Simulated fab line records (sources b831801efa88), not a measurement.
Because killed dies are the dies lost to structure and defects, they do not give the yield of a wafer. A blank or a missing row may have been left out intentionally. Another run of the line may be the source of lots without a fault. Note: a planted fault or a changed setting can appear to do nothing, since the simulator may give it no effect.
Shared-tool check / flow sky130 / 36 wafers sampled across 12 lots

== WHAT PROMPTED THE OPENING ==
Of 12 lots, 2 have the reading GATE_OXIDE_TW flagged at SKY_GATE_OXIDE_TW_MEAS_14. Wafers without a fault read 226.2, standard deviation 1.8.
Rule: a lot gets a flag if all its wafers with a number sit over 4 standard deviations from that mean, or if no wafer of it has a number. The other lots count as sound.

lot=L664; measured=day 14 09:32; on=film_metro-04; GATE_OXIDE_TW, wafer by wafer=225.7 224.7 224.2; flag=
lot=L665; measured=day 15 01:13; on=film_metro-03; GATE_OXIDE_TW, wafer by wafer=225.1 225.2 226.5; flag=
lot=L666; measured=day 15 01:19; on=film_metro-04; GATE_OXIDE_TW, wafer by wafer=226.0 224.6 226.9; flag=
lot=L667; measured=day 15 14:37; on=film_metro-03; GATE_OXIDE_TW, wafer by wafer=226.0 225.8 225.4; flag=
lot=L668; measured=day 15 14:59; on=film_metro-02; GATE_OXIDE_TW, wafer by wafer=229.0 228.4 229.3; flag=
lot=L669; measured=day 16 02:55; on=film_metro-04; GATE_OXIDE_TW, wafer by wafer=225.4 224.2 225.8; flag=
lot=L670; measured=day 16 04:54; on=film_metro-04; GATE_OXIDE_TW, wafer by wafer=227.3 226.9 224.7; flag=
lot=L671; measured=day 16 16:22; on=film_metro-02; GATE_OXIDE_TW, wafer by wafer=228.7 228.4 228.1; flag=
lot=L681; measured=day 20 12:19; on=film_metro-04; GATE_OXIDE_TW, wafer by wafer=193.7 192.8 192.9; flag=FLAGGED
lot=L683; measured=day 20 20:19; on=film_metro-02; GATE_OXIDE_TW, wafer by wafer=195.7 196.1 195.1; flag=FLAGGED
lot=L684; measured=day 21 15:20; on=film_metro-04; GATE_OXIDE_TW, wafer by wafer=224.9 225.3 224.5; flag=
lot=L686; measured=day 22 11:53; on=film_metro-03; GATE_OXIDE_TW, wafer by wafer=223.7 223.0 223.4; flag=
The mean of the flagged lots' numbers is 194.4, -31.8 from the usual (-18 standard deviations).

== EACH LOT AND THE TOOL IT RAN ON ==
The record holds 2 process steps before the reading, out of a route of 708 steps. Every cell lists first the tool, next ch and the chambers used by the sampled wafers, and last the start.
lot=L664; flag=; SKY_GATE_OXIDE_IMPLANT_11=implanter-04 ch 0, day 14 09:14; SKY_GATE_OXIDE_STRIP_13=plasma_asher-01 ch 0,1, day 14 09:26
lot=L665; flag=; SKY_GATE_OXIDE_IMPLANT_11=implanter-01 ch 0, day 15 00:52; SKY_GATE_OXIDE_STRIP_13=plasma_asher-03 ch 0,1, day 15 01:07
lot=L666; flag=; SKY_GATE_OXIDE_IMPLANT_11=implanter-04 ch 0, day 15 00:58; SKY_GATE_OXIDE_STRIP_13=plasma_asher-04 ch 0,1, day 15 01:13
lot=L667; flag=; SKY_GATE_OXIDE_IMPLANT_11=implanter-01 ch 0, day 15 14:16; SKY_GATE_OXIDE_STRIP_13=plasma_asher-01 ch 0,1, day 15 14:31
lot=L668; flag=; SKY_GATE_OXIDE_IMPLANT_11=implanter-04 ch 0, day 15 14:38; SKY_GATE_OXIDE_STRIP_13=plasma_asher-03 ch 0,1, day 15 14:52
lot=L669; flag=; SKY_GATE_OXIDE_IMPLANT_11=implanter-02 ch 0, day 16 02:34; SKY_GATE_OXIDE_STRIP_13=plasma_asher-03 ch 0,1, day 16 02:49
lot=L670; flag=; SKY_GATE_OXIDE_IMPLANT_11=implanter-02 ch 0, day 16 04:35; SKY_GATE_OXIDE_STRIP_13=plasma_asher-01 ch 0,1, day 16 04:48
lot=L671; flag=; SKY_GATE_OXIDE_IMPLANT_11=implanter-04 ch 0, day 16 16:02; SKY_GATE_OXIDE_STRIP_13=plasma_asher-01 ch 0,1, day 16 16:16
lot=L681; flag=FLAGGED; SKY_GATE_OXIDE_IMPLANT_11=implanter-04 ch 0, day 20 11:58; SKY_GATE_OXIDE_STRIP_13=plasma_asher-03 ch 0,1, day 20 12:13
lot=L683; flag=FLAGGED; SKY_GATE_OXIDE_IMPLANT_11=implanter-04 ch 0, day 20 19:58; SKY_GATE_OXIDE_STRIP_13=plasma_asher-01 ch 0,1, day 20 20:13
lot=L684; flag=; SKY_GATE_OXIDE_IMPLANT_11=implanter-02 ch 0, day 21 14:51; SKY_GATE_OXIDE_STRIP_13=plasma_asher-04 ch 1, day 21 15:14
lot=L686; flag=; SKY_GATE_OXIDE_IMPLANT_11=implanter-02 ch 0, day 22 11:34; SKY_GATE_OXIDE_STRIP_13=plasma_asher-01 ch 0,1, day 22 11:47
What the steps here do:
- SKY_GATE_OXIDE_IMPLANT_11
- SKY_GATE_OXIDE_STRIP_13: strips in O2/N2.
- SKY_GATE_OXIDE_TW_MEAS_14

== FLAGGED AGAINST TOTAL, ONE TOOL AT A TIME (gauges that did the reading follow at the end) ==
step=SKY_GATE_OXIDE_IMPLANT_11; tool=implanter-01; lots run=2; flagged=0; share of the flagged lots=none; sound lots run after its first flagged lot=-
step=SKY_GATE_OXIDE_IMPLANT_11; tool=implanter-02; lots run=4; flagged=0; share of the flagged lots=none; sound lots run after its first flagged lot=-
step=SKY_GATE_OXIDE_IMPLANT_11; tool=implanter-04; lots run=6; flagged=2; share of the flagged lots=all; sound lots run after its first flagged lot=0
step=SKY_GATE_OXIDE_STRIP_13; tool=plasma_asher-01; lots run=6; flagged=1; share of the flagged lots=some; sound lots run after its first flagged lot=1 (L686)
step=SKY_GATE_OXIDE_STRIP_13; tool=plasma_asher-03; lots run=4; flagged=1; share of the flagged lots=some; sound lots run after its first flagged lot=0
step=SKY_GATE_OXIDE_STRIP_13; tool=plasma_asher-04; lots run=2; flagged=0; share of the flagged lots=none; sound lots run after its first flagged lot=-
step=SKY_GATE_OXIDE_TW_MEAS_14; tool=film_metro-02; lots run=3; flagged=1; share of the flagged lots=some; sound lots run after its first flagged lot=0
step=SKY_GATE_OXIDE_TW_MEAS_14; tool=film_metro-03; lots run=3; flagged=0; share of the flagged lots=none; sound lots run after its first flagged lot=-
step=SKY_GATE_OXIDE_TW_MEAS_14; tool=film_metro-04; lots run=6; flagged=1; share of the flagged lots=some; sound lots run after its first flagged lot=1 (L684)

== WHAT IS ALLOWED BY THE TABLE ==
All flagged lots share 1 row of the table, namely implanter-04 at SKY_GATE_OXIDE_IMPLANT_11.
- implanter-04 at SKY_GATE_OXIDE_IMPLANT_11: 2 of its 6 lots flagged. Last sound lot L671 at day 16 16:02, first flagged lot L681 at day 20 11:58; a fault beginning in between fits. Its own readings lie more than 4 standard deviations out on every wafer of the flagged lots: dose_ions_cm2, faraday_current_uA.
What remains is a single tool, implanter-04 at SKY_GATE_OXIDE_IMPLANT_11.

== WHAT THE SIMULATOR HAD INSERTED ==
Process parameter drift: implanter-04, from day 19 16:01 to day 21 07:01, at SKY_GATE_OXIDE_IMPLANT_11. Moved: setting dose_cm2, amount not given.
Shown lots that were struck: L681, L683. This agrees with what the rule above found.
